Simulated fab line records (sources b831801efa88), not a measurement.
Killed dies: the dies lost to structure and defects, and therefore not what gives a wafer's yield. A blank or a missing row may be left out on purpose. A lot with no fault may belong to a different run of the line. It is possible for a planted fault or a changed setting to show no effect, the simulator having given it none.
Which tool did it? -- flow sky130 -- 6 lots, 18 wafers sampled, at 3 steps of a route of 708

## WHAT THE GAUGES READ, wafer by wafer
SKY_SD_N_CD_MEAS_07: target cd 380 nm.
lot,measured,on,cd-nm (nm)
L945,day 28 18:35,cd-sem-02,381.0 381.4 381.2
L947,day 29 00:09,cd-sem-02,380.8 382.5 379.1
L952,day 31 00:57,cd-sem-01,379.5 382.0 381.5
L955,day 32 06:04,cd-sem-01,378.2 378.3 377.6
L958,day 32 22:31,cd-sem-02,402.9 402.2 402.8
L960,day 33 12:02,cd-sem-02,399.0 397.9 398.5

## WHAT TOOL EACH LOT RAN ON (gives the tool, then ch and the chambers of the sampled wafers, and finally the start)
lot,SKY_RES_XHIGH_STRIP_08,SKY_SD_N_DEVELOP_06
L945,"plasma-asher-01 ch 0,1, day 27 14:13","litho-track-03 ch 0, day 28 18:26"
L947,"plasma-asher-01 ch 0,1, day 27 20:48","litho-track-01 ch 0, day 29 00:00"
L952,"plasma-asher-02 ch 0,1, day 29 20:46","litho-track-01 ch 0, day 31 00:48"
L955,"plasma-asher-02 ch 0,1, day 31 03:27","litho-track-03 ch 0, day 32 05:55"
L958,"plasma-asher-02 ch 0,1, day 31 18:31","litho-track-03 ch 0, day 32 22:22"
L960,"plasma-asher-01 ch 0,1, day 32 08:47","litho-track-03 ch 0, day 33 11:53"
- SKY_RES_XHIGH_STRIP_08: strips in O2/N2.
- SKY_SD_N_DEVELOP_06: develop time 60 s.

## THE ANSWER, worked out from the rows above alone
Rule: usual is defined by the lots themselves. Put in order of their means at a reading, lots are off if they are a third of the lots or fewer, leave a main group of 4 or more, and stand apart from it by a gap of 3 or more times the standard deviation of the main group's means; of several such gaps the widest counts. A main group is skipped when, at the precision printed for the reading in the tables above, its means are all equal. A lot without any number at a reading at which 4 lots or more have one is off too. The other lots that the step has rows for count as sound.
Off at SKY_SD_N_CD_MEAS_07 (cd-nm): L958, L960. Main group: mean 380.3 nm, sd 1.3.
A tool fits if, at a process step before that reading, it ran every lot that is off, and no sound lot after the first of them. Gauges at SKY_SD_N_CD_MEAS_07: tried the same way as those tools. Can't be told from this: 2 tools fit, litho-track-03 at SKY_SD_N_DEVELOP_06, cd-sem-02 at SKY_SD_N_CD_MEAS_07.

## WHAT THE SIMULATOR PUT IN
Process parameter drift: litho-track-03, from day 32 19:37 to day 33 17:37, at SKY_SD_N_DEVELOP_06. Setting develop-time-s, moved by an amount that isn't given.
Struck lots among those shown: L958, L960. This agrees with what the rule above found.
